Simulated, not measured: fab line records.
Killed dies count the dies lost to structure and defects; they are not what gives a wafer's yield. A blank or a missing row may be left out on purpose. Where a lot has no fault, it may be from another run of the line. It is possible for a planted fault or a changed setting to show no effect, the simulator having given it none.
Which tool is to blame? ; flow sky130 ; 24 lots, 72 wafers sampled, at 1 step of a route of 708

## WHAT THE GAUGES READ, wafer by wafer
SKY_VIA1_BOW_MEAS_03. Usual: VIA1_BOW gives 80 um (standard deviation 6.5).
lot;measured;on;VIA1_BOW (um);flag
L074;day 32 03:53;filmMetro-04;77 78 70;
L075;day 33 01:03;filmMetro-04;83 81 82;
L076;day 33 02:28;filmMetro-04;75 84 84;
L077;day 33 12:40;filmMetro-04;91 74 72;
L078;day 34 20:01;filmMetro-03;82 82 77;
L079;day 35 02:50;filmMetro-03;83 74 88;
L080;day 35 04:27;filmMetro-02;86 80 69;
L081;day 35 05:10;filmMetro-04;84 75 75;
L082;day 35 09:29;filmMetro-03;78 79 100;
L083;day 35 17:40;filmMetro-03;77 84 79;
L085;day 36 03:34;filmMetro-03;82 73 74;
L084;day 36 06:04;filmMetro-03;67 81 78;
L086;day 36 10:44;filmMetro-03;88 90 85;
L087;day 36 19:50;filmMetro-03;68 83 72;
L088;day 37 01:55;filmMetro-04;83 77 84;
L090;day 38 08:46;filmMetro-04;87 78 86;
L091;day 38 12:47;filmMetro-03;81 89 73;
L089;day 38 16:22;filmMetro-04;76 69 83;
L092;day 38 16:56;filmMetro-02;81 70 84;
L093;day 38 19:08;filmMetro-04;74 75 81;
L094;day 39 13:14;filmMetro-02;83 65 76;
L095;day 39 23:26;filmMetro-03;85 88 75;
L097;day 40 00:25;filmMetro-02;86 80 79;
L096;day 40 04:37;filmMetro-03;84 76 82;

## WHICH TOOL RAN EACH LOT (tool, then ch and the chambers of the sampled wafers, then the start)
Before these readings, the record contains no process step.

## AS READ BY THE TOOLS THEMSELVES (means over the sampled wafers that have a number; for cases with no such wafer, the mark the record gives instead)
The record holds no such reading with a usual standard deviation.

## THE ANSWER, worked out from the rows above alone
Rule: lot off if the mean of its wafers having a number is beyond 3 standard deviations from the usual mean. Also off: a lot with no number at a reading for which 4 or more lots have one. Where the step has rows for the other lots, those lots are counted as sound. After the gauges, taken in route order, come the tools' own readings; for these a lot's mean is taken, as printed above. The first step at which some lot is off is used, and at that step the reading that is off furthest; a lot without a number counts as furthest.
None of the lots is off at any reading shown; this tells nothing.

## WHAT THE SIMULATOR PUT IN
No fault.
